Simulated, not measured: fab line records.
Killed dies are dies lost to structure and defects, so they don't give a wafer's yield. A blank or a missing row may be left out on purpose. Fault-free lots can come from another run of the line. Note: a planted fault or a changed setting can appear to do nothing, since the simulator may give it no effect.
fab line records | flow gf180mcu
record lots=5 | wafers=15 | lastDay=33
route steps=602 shown V1@361 M2@362
lots that met no fault: from a run of the same line without faults
startH: the number of hours between the record's first day and the start of the first shown wafer of the lot | waitH: time in hours since the lot's previous step | " the same as in the row above | L1.1+2: one row covering several wafers at once | - value missing, or start not given | * or withheld: withheld | < > ~ a bound
route shown NAME@n: a module of which the file shows steps, and the number in the route of the first | usual: mean/standard deviation taken from wafers without a fault | same: alike in all rows | chamber/n: place in a boat | sites: per-site readings | _std_site: their standard deviation | _edge_site: mean of outer sites minus mean of inner sites | radiusMm: how far each site lies from the wafer's centre | mask NAME#n: copy n | behind: the most recent tool/chamber to have shaped the wafer | hold: cause of the lot's hold/its duration in hours/its outcome | device: transistor that didn't switch, given as n, p or np | end of line: at the end of the route, the tests of the same wafers | a step given without rows: its recipe and nothing more | killed: not the wafer's yield, but the dies lost to structure and defects at the first sort | map: a wafer's dies, marking killed ones x, the rest . and places with no die _
set.NAME: the setting that was run; set.NAME@STEP: the one run at that earlier step | model.NAME: the simulator's own value behind a step, which no gauge read
lots at selected steps of the route; one table per step, one row per wafer
services: the hour from which a tool's chamber was out of use, counted from the record's first day as startH (under 0 if before that day), plus the number of hours and why
## steps
# step GF_V1_CMP_26
# recipe stopOn=SiO2 | downForcePsi=3.5 | platenRpm=60 | tOverpolishS=15 | targetThkNm=0 | padVelocityMS=0.94248
# usual edgeZonePressureFrac=1.000/0.0051 | motorCurrentA=12.2/0.62 | overpolishRunS=15.000/0.0096 | slurryFilterDpKPa=13.51/0.14 | timeToEndpointS=84.9/3
lot.wafer | tool   | chamber | startH | waitH | edgeZonePressureFrac | motorCurrentA | overpolishRunS | slurryFilterDpKPa | timeToEndpointS
L078.2    | cmp-02 | 3       | 443.30 | 0.1   | 0.999                | 12.8          | 14.989         | 13.57             | 85.6
L078.5    | "      | 1       | "      | "     | 0.999                | 11.6          | 15.005         | 13.66             | 86.9
L078.6    | "      | 2       | "      | "     | 1.002                | 12.0          | 14.987         | 13.50             | 89.8
L084.2    | cmp-02 | 1       | 508.98 | 0.1   | 1.004                | 12.1          | 14.996         | 13.48             | 82.7
L084.3    | "      | 2       | "      | "     | 1.002                | 12.6          | 14.990         | 13.33             | 84.2
L084.6    | "      | 1       | "      | "     | 1.009                | 12.4          | 14.996         | 13.56             | 82.0
L087.3    | cmp-02 | 2       | 530.24 | 0.1   | 1.010                | 12.5          | 15.018         | 13.38             | 85.7
L087.2    | "      | 3       | "      | "     | 1.008                | 12.2          | 14.999         | 13.51             | 85.6
L087.6    | "      | 3       | "      | "     | 1.008                | 13.4          | 15.012         | 13.36             | 82.2
L089.1    | cmp-02 | 0       | 540.18 | 0.1   | 0.999                | 12.4          | 15.004         | 13.52             | 83.3
L089.4    | "      | 2       | "      | "     | 1.002                | 11.5          | 14.993         | 13.65             | 86.6
L089.2    | "      | 3       | "      | "     | 1.000                | 13.0          | 15.012         | 13.37             | 83.6
L092.1    | cmp-02 | 2       | 580.29 | 0.1   | 0.996                | 11.8          | 15.016         | 13.35             | 78.8
L092.2    | "      | 1       | "      | "     | 1.005                | 12.2          | 15.026         | 13.62             | 77.6
L092.6    | "      | 2       | "      | "     | 0.995                | 12.1          | 15.000         | 13.75             | 79.9
# step GF_M2_SPUTTER_00
# recipe material=Ti | targetThkNm=37.5 | arrivingIonEnergyEv=80 | substrateTempC=200 | chamberPressurePa=2 | powerW=4000 | timeS=150
# usual throttleValvePct=30.2/1.4
# same timeS=150
lot.wafer | tool          | chamber | startH | waitH | throttleValvePct
L078.2    | pvdSputter-02 | -       | 443.50 | 0.1   | 28.7
L078.5    | "             | -       | "      | "     | 31.0
L078.6    | "             | -       | "      | "     | 29.9
L084.2    | pvdSputter-04 | -       | 509.23 | 0.2   | 26.8
L084.3    | "             | -       | "      | "     | 30.1
L084.6    | "             | -       | "      | "     | 32.1
L087.2    | pvdSputter-04 | -       | 530.54 | 0.2   | 30.1
L087.3    | "             | -       | "      | "     | 29.7
L087.6    | "             | -       | "      | "     | 29.7
L089.1    | pvdSputter-04 | -       | 540.48 | 0.2   | 29.9
L089.2    | "             | -       | "      | "     | 26.9
L089.4    | "             | -       | "      | "     | 32.1
L092.1    | pvdSputter-04 | -       | 580.59 | 0.2   | 30.0
L092.2    | "             | -       | "      | "     | 30.0
L092.6    | "             | -       | "      | "     | 30.1
# step GF_M2_SPUTTER_01
# recipe material=TiN | targetThkNm=30 | powerW=6500 | timeS=25 | chamberPressurePa=0.4
# usual throttleValvePct=30.2/1.4
# same timeS=25
lot.wafer | tool          | chamber | startH | waitH | throttleValvePct
L078.2    | pvdSputter-02 | -       | 443.60 | 0.1   | 28.8
L078.5    | "             | -       | "      | "     | 31.0
L078.6    | "             | -       | "      | "     | 29.9
L084.2    | pvdSputter-04 | -       | 509.33 | 0.1   | 26.9
L084.3    | "             | -       | "      | "     | 29.9
L084.6    | "             | -       | "      | "     | 32.1
L087.2    | pvdSputter-04 | -       | 530.64 | 0.1   | 30.1
L087.3    | "             | -       | "      | "     | 29.9
L087.6    | "             | -       | "      | "     | 30.0
L089.1    | pvdSputter-04 | -       | 540.58 | 0.1   | 29.9
L089.2    | "             | -       | "      | "     | 27.1
L089.4    | "             | -       | "      | "     | 32.3
L092.1    | pvdSputter-04 | -       | 580.69 | 0.1   | 30.0
L092.2    | "             | -       | "      | "     | 30.1
L092.6    | "             | -       | "      | "     | 30.1
# step GF_M2_SPUTTER_02
# recipe material=AlCu | targetThkNm=450 | powerW=10600 | timeS=23.9 | chamberPressurePa=0.4
# usual throttleValvePct=30.2/1.3
# same timeS=23.9
lot.wafer | tool          | chamber | startH | waitH | throttleValvePct
L078.2    | pvdSputter-02 | -       | 443.63 | 0.0   | 28.8
L078.5    | "             | -       | "      | "     | 31.2
L078.6    | "             | -       | "      | "     | 30.5
L084.2    | pvdSputter-04 | -       | 509.36 | 0.0   | 27.1
L084.3    | "             | -       | "      | "     | 29.9
L084.6    | "             | -       | "      | "     | 31.7
L087.2    | pvdSputter-04 | -       | 530.67 | 0.0   | 29.8
L087.3    | "             | -       | "      | "     | 30.4
L087.6    | "             | -       | "      | "     | 30.0
L089.1    | pvdSputter-04 | -       | 540.61 | 0.0   | 30.1
L089.2    | "             | -       | "      | "     | 27.2
L089.4    | "             | -       | "      | "     | 32.1
L092.1    | pvdSputter-04 | -       | 580.72 | 0.0   | 30.2
L092.2    | "             | -       | "      | "     | 30.2
L092.6    | "             | -       | "      | "     | 30.1
# step GF_M2_SPUTTER_03
# recipe material=Ti | targetThkNm=10 | substrateTempC=300 | chamberPressurePa=0.3 | powerW=3000 | timeS=6.7
# usual throttleValvePct=30.2/1.3
# same timeS=6.7
lot.wafer | tool          | chamber | startH | waitH | throttleValvePct
L078.2    | pvdSputter-02 | -       | 443.66 | 0.0   | 29.1
L078.5    | "             | -       | "      | "     | 31.2
L078.6    | "             | -       | "      | "     | 30.1
L084.2    | pvdSputter-04 | -       | 509.39 | 0.0   | 27.1
L084.3    | "             | -       | "      | "     | 30.2
L084.6    | "             | -       | "      | "     | 31.9
L087.2    | pvdSputter-04 | -       | 530.70 | 0.0   | 29.9
L087.3    | "             | -       | "      | "     | 30.1
L087.6    | "             | -       | "      | "     | 29.9
L089.1    | pvdSputter-04 | -       | 540.64 | 0.0   | 30.0
L089.2    | "             | -       | "      | "     | 27.5
L089.4    | "             | -       | "      | "     | 32.2
L092.1    | pvdSputter-04 | -       | 580.75 | 0.0   | 29.8
L092.2    | "             | -       | "      | "     | 30.1
L092.6    | "             | -       | "      | "     | 30.3
# step GF_M2_SPUTTER_04
# recipe material=TiN | targetThkNm=50 | powerW=6500 | timeS=41.7 | chamberPressurePa=0.4
# usual throttleValvePct=30.2/1.3
# same timeS=41.7
lot.wafer | tool          | chamber | startH | waitH | throttleValvePct
L078.2    | pvdSputter-02 | -       | 443.68 | 0.0   | 28.8
L078.5    | "             | -       | "      | "     | 31.0
L078.6    | "             | -       | "      | "     | 30.0
L084.2    | pvdSputter-04 | -       | 509.41 | 0.0   | 26.9
L084.3    | "             | -       | "      | "     | 29.9
L084.6    | "             | -       | "      | "     | 32.4
L087.2    | pvdSputter-04 | -       | 530.72 | 0.0   | 30.1
L087.3    | "             | -       | "      | "     | 30.2
L087.6    | "             | -       | "      | "     | 30.2
L089.1    | pvdSputter-04 | -       | 540.66 | 0.0   | 29.9
L089.2    | "             | -       | "      | "     | 27.0
L089.4    | "             | -       | "      | "     | 32.4
L092.1    | pvdSputter-04 | -       | 580.77 | 0.0   | 30.0
L092.2    | "             | -       | "      | "     | 30.1
L092.6    | "             | -       | "      | "     | 30.2
# step GF_M2_RS_MEAS_05
# recipe thkMeasGauge=four-point-probe | reads=TiN_of_M2_SPUTTER_04+Ti_of_M2_SPUTTER_03+AlCu_of_M2_SPUTTER_02+TiN_of_M2_SPUTTER_01+Ti_of_M2_SPUTTER_00
# usual M2_ALCU_RS=0.0693/0.00076
lot.wafer | tool         | chamber | startH | waitH | M2_ALCU_RS[ohm/sq]
L078.2    | filmMetro-04 | -       | 443.74 | 0.0   | 0.0685
L078.5    | "            | -       | "      | "     | 0.0691
L078.6    | "            | -       | "      | "     | 0.0688
L084.2    | filmMetro-02 | -       | 509.47 | 0.0   | 0.0703
L084.3    | "            | -       | "      | "     | 0.0705
L084.6    | "            | -       | "      | "     | 0.0700
L087.2    | filmMetro-02 | -       | 530.78 | 0.0   | 0.0684
L087.3    | "            | -       | "      | "     | 0.0685
L087.6    | "            | -       | "      | "     | 0.0684
L089.1    | filmMetro-04 | -       | 540.70 | 0.0   | 0.0688
L089.2    | "            | -       | "      | "     | 0.0690
L089.4    | "            | -       | "      | "     | 0.0683
L092.1    | filmMetro-03 | -       | 580.81 | 0.0   | 0.0691
L092.2    | "            | -       | "      | "     | 0.0694
L092.6    | "            | -       | "      | "     | 0.0690
# step GF_M2_THK_MEAS_06
# recipe thkMeasGauge=xrf | reads=AlCu_of_M2_SPUTTER_02
# usual M2_ALCU_THK=448/5.3
lot.wafer | tool         | chamber | startH | waitH | M2_ALCU_THK[nm]
L078.2    | filmMetro-04 | -       | 443.85 | 0.1   | 453
L078.5    | "            | -       | "      | "     | 450
L078.6    | "            | -       | "      | "     | 451
L084.2    | filmMetro-02 | -       | 509.58 | 0.1   | 439
L084.3    | "            | -       | "      | "     | 440
L084.6    | "            | -       | "      | "     | 441
L087.2    | filmMetro-02 | -       | 530.89 | 0.1   | 454
L087.3    | "            | -       | "      | "     | 455
L087.6    | "            | -       | "      | "     | 455
L089.1    | filmMetro-04 | -       | 540.82 | 0.1   | 451
L089.2    | "            | -       | "      | "     | 448
L089.4    | "            | -       | "      | "     | 452
L092.1    | filmMetro-03 | -       | 580.93 | 0.1   | 450
L092.2    | "            | -       | "      | "     | 445
L092.6    | "            | -       | "      | "     | 448
# step GF_M2_DEHYDRATE_07
# recipe tempC=200 | timeS=60
# same timeS=60
lot.wafer  | tool          | chamber | startH | waitH
L078.2+5+6 | lithoTrack-02 | 0       | 455.73 | 11.9
L084.2+3+6 | lithoTrack-02 | 0       | 520.23 | 10.6
L087.2+3+6 | lithoTrack-02 | 0       | 541.33 | 10.4
L089.1+2+4 | lithoTrack-01 | 0       | 551.97 | 11.1
L092.1+2+6 | lithoTrack-04 | 0       | 590.26 | 9.3
# step GF_M2_HMDS_08
# recipe primeTimeS=60 | primeTempC=120
# usual primeTempC=119.97/0.14
lot.wafer | tool          | chamber | startH | waitH | primeTempC
L078.2    | lithoTrack-02 | 0       | 455.88 | 0.1   | 120.13
L078.5    | "             | 0       | "      | "     | 120.04
L078.6    | "             | 0       | "      | "     | 120.03
L084.2    | lithoTrack-02 | 0       | 520.38 | 0.1   | 119.88
L084.3    | "             | 0       | "      | "     | 119.78
L084.6    | "             | 0       | "      | "     | 119.87
L087.2    | lithoTrack-02 | 0       | 541.48 | 0.1   | 120.07
L087.3    | "             | 0       | "      | "     | 120.05
L087.6    | "             | 0       | "      | "     | 119.76
L089.1    | lithoTrack-01 | 0       | 552.12 | 0.1   | 120.01
L089.2    | "             | 0       | "      | "     | 120.12
L089.4    | "             | 0       | "      | "     | 120.14
L092.1    | lithoTrack-04 | 0       | 590.41 | 0.1   | 120.12
L092.2    | "             | 0       | "      | "     | 120.14
L092.6    | "             | 0       | "      | "     | 119.92
# step GF_M2_COAT_09
# recipe resist=KrF | spinRpm=withheld | resistThkNm=1000
lot.wafer  | tool          | chamber | startH | waitH
L078.2+5+6 | lithoTrack-02 | 0       | 456.03 | 0.1
L084.2+3+6 | lithoTrack-02 | 0       | 520.53 | 0.1
L087.2+3+6 | lithoTrack-02 | 0       | 541.63 | 0.1
L089.1+2+4 | lithoTrack-01 | 0       | 552.27 | 0.1
L092.1+2+6 | lithoTrack-04 | 0       | 590.56 | 0.1
# step GF_M2_SOFTBAKE_10
# recipe tempC=130 | timeS=60 | resist=KrF
# same timeS=60
lot.wafer  | tool          | chamber | startH | waitH
L078.2+5+6 | lithoTrack-02 | 0       | 456.18 | 0.1
L084.2+3+6 | lithoTrack-02 | 0       | 520.68 | 0.1
L087.2+3+6 | lithoTrack-02 | 0       | 541.78 | 0.1
L089.1+2+4 | lithoTrack-01 | 0       | 552.42 | 0.1
L092.1+2+6 | lithoTrack-04 | 0       | 590.71 | 0.1
## services
tool          | chamber | startH | hours | kind
pvdSputter-04 | -       | 437.73 | 4.5   | repair
pvdSputter-02 | -       | 441.46 | 2.0   | repair
pvdSputter-02 | -       | 454.16 | 1.8   | repair
pvdSputter-04 | -       | 524.49 | 0.7   | repair
pvdSputter-04 | -       | 530.81 | 2.1   | repair
pvdSputter-02 | 2       | 544.09 | -     | consumableReplace:kit
pvdSputter-02 | 2       | 544.09 | 18.0  | scheduledDown
pvdSputter-02 | 2       | 544.09 | 18.0  | ventCycle
pvdSputter-04 | 1       | 549.06 | -     | consumableReplace:kit
pvdSputter-04 | 1       | 549.06 | 18.0  | scheduledDown
pvdSputter-04 | 1       | 549.06 | 18.0  | ventCycle
## key
fault none
